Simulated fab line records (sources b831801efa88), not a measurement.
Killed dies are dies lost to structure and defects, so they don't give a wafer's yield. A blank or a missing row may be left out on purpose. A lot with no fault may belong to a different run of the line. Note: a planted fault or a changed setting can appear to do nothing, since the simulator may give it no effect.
What tool caused it? ; flow sky130 ; Sampling: 24 lots, 72 wafers, 6 of 708 route steps

== WHAT THE GAUGES SHOWED, per wafer ==
SKY_VIA3_CD_MEAS_12 targets a cd of 200 nm.
lot;measured;on;cd-nm (nm)
L074;day 39 12:04;cd-sem-02;199.2 199.9 198.7
L075;day 39 23:41;cd-sem-02;199.9 199.0 200.0
L076;day 40 16:12;cd-sem-02;199.5 200.0 200.1
L077;day 40 20:36;cd-sem-01;200.1 199.9 198.8
L078;day 41 00:43;cd-sem-01;201.8 201.4 199.2
L079;day 41 05:22;cd-sem-01;198.3 198.6 198.3
L080;day 41 15:14;cd-sem-02;202.5 202.8 201.9
L081;day 41 20:43;cd-sem-02;197.8 198.7 199.4
L082;day 41 23:00;cd-sem-02;199.1 197.9 198.1
L083;day 42 08:22;cd-sem-02;200.6 199.7 198.1
L084;day 43 02:31;cd-sem-01;202.5 202.0 201.9
L085;day 43 07:08;cd-sem-01;199.8 199.9 201.2
L086;day 43 10:04;cd-sem-01;201.2 201.8 199.9
L087;day 43 13:02;cd-sem-02;198.4 198.4 199.2
L088;day 44 01:46;cd-sem-01;199.8 200.1 199.8
L089;day 44 05:44;cd-sem-01;196.9 197.5 196.8
L090;day 44 17:28;cd-sem-01;197.6 197.3 199.3
L091;day 45 09:20;cd-sem-02;199.3 199.6 200.2
L092;day 45 09:44;cd-sem-02;200.7 200.5 200.4
L093;day 45 10:25;cd-sem-02;199.4 197.4 199.0
L094;day 45 11:13;cd-sem-02;199.8 199.4 200.5
L095;day 45 17:11;cd-sem-02;201.3 200.5 200.4
L096;day 45 19:17;cd-sem-01;201.4 201.5 202.1
L097;day 46 06:19;cd-sem-02;198.3 198.5 198.3

SKY_VIA4_THK_MEAS_01.
lot;measured;on;VIA4_HDPCVD_THK (nm)
L074;day 41 15:29;film-metro-03;1731 1750 1748
L075;day 42 03:10;film-metro-03;1749 1749 1748
L076;day 42 18:05;film-metro-01;1720 1755 1731
L077;day 42 22:58;film-metro-01;1731 1734 1720
L078;day 43 04:02;film-metro-03;1762 1761 1770
L079;day 43 08:08;film-metro-03;1708 1719 1734
L080;day 43 15:57;film-metro-03;1720 1729 1726
L081;day 43 23:15;film-metro-03;1744 1765 1770
L082;day 44 00:02;film-metro-03;1748 1736 1737
L083;day 44 09:38;film-metro-03;1709 1720 1719
L084;day 45 02:47;film-metro-03;1739 1732 1762
L085;day 45 06:26;film-metro-01;1763 1750 1758
L086;day 45 10:08;film-metro-03;1739 1768 1736
L087;day 45 12:06;film-metro-04;1756 1756 1736
L088;day 46 00:01;film-metro-04;1749 1728 1738
L089;day 46 04:12;film-metro-03;1722 1739 1735
L090;day 46 14:49;film-metro-04;1728 1765 1730
L091;day 47 07:07;film-metro-01;1728 1726 1736
L092;day 47 07:26;film-metro-01;1771 1749 1788
L093;day 47 08:10;film-metro-01;1763 1774 1757
L094;day 47 08:29;film-metro-03;1738 1748 1772
L095;day 47 13:59;film-metro-03;1764 1751 1778
L096;day 47 16:01;film-metro-04;1763 1760 1768
L097;day 48 02:24;film-metro-04;1751 1736 1740

== EACH LOT AND THE TOOL THAT RAN IT (in order: tool; ch and the chambers of the sampled wafers; start) ==
lot;SKY_METAL1_SPUTTER_00;SKY_METAL1_STRIP_20;SKY_METAL2_SPUTTER_02;SKY_VIA2_CVD_21
L074;pvd-sputter-03, day 31 09:24;plasma-asher-02 ch 0,1, day 32 13:28;pvd-sputter-03, day 33 18:35;cvd-w-02 ch 0, day 36 03:43
L075;pvd-sputter-01, day 31 21:56;plasma-asher-02 ch 1, day 33 02:10;pvd-sputter-04, day 34 07:07;cvd-w-02 ch 0,1, day 36 15:54
L076;pvd-sputter-01, day 32 19:03;plasma-asher-01 ch 0,1, day 33 22:56;pvd-sputter-03, day 35 04:05;cvd-w-01 ch 0,1, day 37 11:16
L077;pvd-sputter-03, day 32 22:00;plasma-asher-01 ch 0,1, day 34 02:28;pvd-sputter-04, day 35 08:05;cvd-w-02 ch 0,1, day 37 16:01
L078;pvd-sputter-01, day 33 02:27;plasma-asher-04 ch 0,1, day 34 05:38;pvd-sputter-03, day 35 11:14;cvd-w-01 ch 0,1, day 37 18:50
L079;pvd-sputter-02, day 33 07:25;plasma-asher-01 ch 0,1, day 34 10:55;pvd-sputter-01, day 35 16:56;cvd-w-02 ch 0,1, day 38 00:47
L080;pvd-sputter-02, day 33 18:52;plasma-asher-02 ch 0,1, day 34 23:07;pvd-sputter-01, day 36 04:27;cvd-w-01 ch 0,1, day 38 10:27
L081;pvd-sputter-01, day 33 23:31;plasma-asher-01 ch 0,1, day 35 03:10;pvd-sputter-01, day 36 08:19;cvd-w-02 ch 0,1, day 38 15:16
L082;pvd-sputter-01, day 34 04:42;plasma-asher-01 ch 0,1, day 35 08:46;pvd-sputter-01, day 36 13:51;cvd-w-02 ch 0,1, day 38 19:26
L083;pvd-sputter-02, day 34 14:07;plasma-asher-01 ch 0,1, day 35 17:25;pvd-sputter-03, day 36 23:16;cvd-w-02 ch 0,1, day 39 04:31
L084;pvd-sputter-01, day 35 11:35;plasma-asher-02 ch 0,1, day 36 14:59;pvd-sputter-03, day 37 19:48;cvd-w-02 ch 0,1, day 40 00:35
L085;pvd-sputter-02, day 35 11:56;plasma-asher-02 ch 0,1, day 36 15:46;pvd-sputter-03, day 37 21:19;cvd-w-02 ch 0,1, day 40 01:27
L086;pvd-sputter-03, day 35 19:52;plasma-asher-02 ch 0,1, day 36 22:58;pvd-sputter-03, day 38 03:13;cvd-w-01 ch 0,1, day 40 07:38
L087;pvd-sputter-01, day 35 22:52;plasma-asher-01 ch 0,1, day 37 02:10;pvd-sputter-01, day 38 06:29;cvd-w-02 ch 0,1, day 40 10:42
L088;pvd-sputter-02, day 36 14:25;plasma-asher-02 ch 0,1, day 37 17:38;pvd-sputter-03, day 38 21:53;cvd-w-01 ch 0,1, day 41 01:08
L089;pvd-sputter-02, day 36 19:55;plasma-asher-02 ch 0,1, day 37 22:13;pvd-sputter-04, day 39 02:15;cvd-w-02 ch 0,1, day 41 05:23
L090;pvd-sputter-02, day 37 08:50;plasma-asher-02 ch 0,1, day 38 11:29;pvd-sputter-03, day 39 15:07;cvd-w-02 ch 0,1, day 41 17:50
L091;pvd-sputter-03, day 38 02:03;plasma-asher-01 ch 0,1, day 39 03:36;pvd-sputter-01, day 40 08:02;cvd-w-01 ch 0,1, day 42 10:28
L092;pvd-sputter-01, day 38 04:16;plasma-asher-04 ch 0,1, day 39 05:53;pvd-sputter-03, day 40 09:32;cvd-w-01 ch 0,1, day 42 11:33
L093;pvd-sputter-02, day 38 04:28;plasma-asher-02 ch 0,1, day 39 06:13;pvd-sputter-04, day 40 09:50;cvd-w-02 ch 0, day 42 11:50
L094;pvd-sputter-03, day 38 05:23;plasma-asher-04 ch 0,1, day 39 06:52;pvd-sputter-03, day 40 10:08;cvd-w-02 ch 0,1, day 42 12:52
L095;pvd-sputter-03, day 38 14:07;plasma-asher-02 ch 0,1, day 39 15:49;pvd-sputter-01, day 40 18:47;cvd-w-02 ch 0,1, day 42 19:01
L096;pvd-sputter-03, day 38 15:38;plasma-asher-01 ch 0,1, day 39 16:46;pvd-sputter-03, day 40 20:38;cvd-w-01 ch 0,1, day 42 23:13
L097;pvd-sputter-03, day 39 01:14;plasma-asher-04 ch 0,1, day 40 01:58;pvd-sputter-03, day 41 05:19;cvd-w-01 ch 0,1, day 43 09:14
- SKY_METAL1_SPUTTER_00: material Ti, target thk 15 nm, time 10 s.
- SKY_METAL1_STRIP_20: strips in O2/N2.
- SKY_METAL2_SPUTTER_02: material AlCu, target thk 250 nm, time 13.3 s.
- SKY_VIA2_CVD_21: deposits W, target thk 420 nm, time 126.4 s.

== AS READ BY THE TOOLS THEMSELVES (means over the sampled wafers that have a number; for cases with no such wafer, the mark the record gives instead) ==
SKY_METAL1_SPUTTER_00.
lot;tool;throttle-valve-pct (%)
L074;pvd-sputter-03;29.8
L075;pvd-sputter-01;29.3
L076;pvd-sputter-01;29.5
L077;pvd-sputter-03;30.8
L078;pvd-sputter-01;29.7
L079;pvd-sputter-02;28.9
L080;pvd-sputter-02;28.9
L081;pvd-sputter-01;29.5
L082;pvd-sputter-01;29.7
L083;pvd-sputter-02;28.6
L084;pvd-sputter-01;29.3
L085;pvd-sputter-02;29.5
L086;pvd-sputter-03;30.7
L087;pvd-sputter-01;29.2
L088;pvd-sputter-02;28.7
L089;pvd-sputter-02;29.0
L090;pvd-sputter-02;29.2
L091;pvd-sputter-03;31.3
L092;pvd-sputter-01;29.3
L093;pvd-sputter-02;28.9
L094;pvd-sputter-03;31.2
L095;pvd-sputter-03;30.5
L096;pvd-sputter-03;30.4
L097;pvd-sputter-03;30.7

SKY_METAL1_STRIP_20.
lot;tool;drypump-motor-current-A (A);o2-flow-sccm (sccm);oes-product-au (a.u.);strip-time-to-endpoint-s (s)
L074;plasma-asher-02;6.3;2994;0.343;2.70
L075;plasma-asher-02;6.3;2987;0.343;2.69
L076;plasma-asher-01;5.6;2993;0.343;2.75
L077;plasma-asher-01;5.9;3009;0.344;2.70
L078;plasma-asher-04;5.1;3007;0.340;2.66
L079;plasma-asher-01;5.6;2992;0.348;2.73
L080;plasma-asher-02;6.3;2990;0.341;2.72
L081;plasma-asher-01;5.6;2998;0.339;2.63
L082;plasma-asher-01;5.9;2999;0.346;2.74
L083;plasma-asher-01;5.9;2987;0.341;2.74
L084;plasma-asher-02;6.3;3000;0.340;2.67
L085;plasma-asher-02;6.3;3007;0.339;2.68
L086;plasma-asher-02;6.3;3012;0.336;2.67
L087;plasma-asher-01;5.6;2998;0.346;2.69
L088;plasma-asher-02;6.4;3009;0.339;2.66
L089;plasma-asher-02;6.4;2992;0.344;2.72
L090;plasma-asher-02;6.4;3008;0.334;2.61
L091;plasma-asher-01;5.9;3003;0.344;2.68
L092;plasma-asher-04;5.1;3002;0.349;2.70
L093;plasma-asher-02;6.3;3000;0.341;2.72
L094;plasma-asher-04;5.1;3000;0.340;2.66
L095;plasma-asher-02;6.3;3003;0.344;2.67
L096;plasma-asher-01;5.9;3002;0.342;2.66
L097;plasma-asher-04;5.2;3001;0.341;2.70

SKY_METAL2_SPUTTER_02.
lot;tool;throttle-valve-pct (%)
L074;pvd-sputter-03;30.1
L075;pvd-sputter-04;31.7
L076;pvd-sputter-03;30.1
L077;pvd-sputter-04;31.3
L078;pvd-sputter-03;31.2
L079;pvd-sputter-01;29.1
L080;pvd-sputter-01;29.3
L081;pvd-sputter-01;30.0
L082;pvd-sputter-01;29.5
L083;pvd-sputter-03;29.8
L084;pvd-sputter-03;30.4
L085;pvd-sputter-03;30.4
L086;pvd-sputter-03;30.9
L087;pvd-sputter-01;29.7
L088;pvd-sputter-03;30.8
L089;pvd-sputter-04;31.3
L090;pvd-sputter-03;30.7
L091;pvd-sputter-01;29.9
L092;pvd-sputter-03;29.8
L093;pvd-sputter-04;31.4
L094;pvd-sputter-03;30.5
L095;pvd-sputter-01;29.3
L096;pvd-sputter-03;30.4
L097;pvd-sputter-03;30.1

SKY_VIA2_CVD_21.
lot;tool;heater-power-w (W)
L074;cvd-w-02;712
L075;cvd-w-02;773
L076;cvd-w-01;934
L077;cvd-w-02;763
L078;cvd-w-01;911
L079;cvd-w-02;770
L080;cvd-w-01;945
L081;cvd-w-02;749
L082;cvd-w-02;745
L083;cvd-w-02;734
L084;cvd-w-02;764
L085;cvd-w-02;742
L086;cvd-w-01;901
L087;cvd-w-02;737
L088;cvd-w-01;889
L089;cvd-w-02;745
L090;cvd-w-02;741
L091;cvd-w-01;884
L092;cvd-w-01;874
L093;cvd-w-02;719
L094;cvd-w-02;743
L095;cvd-w-02;762
L096;cvd-w-01;881
L097;cvd-w-01;898

== THE ANSWER, worked out from the rows above alone ==
Rule: the lots themselves supply what counts as usual. Put in order of their means at a reading, lots are off if they are a third of the lots or fewer, leave a main group of 4 or more, and stand apart from it by a gap of 3 or more times the standard deviation of the main group's means; of several such gaps the widest counts. A main group whose means are all the same, to the digits that the tables above print for the reading, isn't used. A lot without any number at a reading at which 4 lots or more have one is off too. All remaining lots with rows at the step are treated as sound. The gauges are gone through in route order, then the tools' own readings, and for those a lot's mean is taken as printed above. The first step at which some lot is off is used, and at that step the reading that is off furthest; a lot without a number counts as furthest.
None of the lots is off at any reading shown; this tells nothing.

== WHAT WAS PUT IN BY THE SIMULATOR ==
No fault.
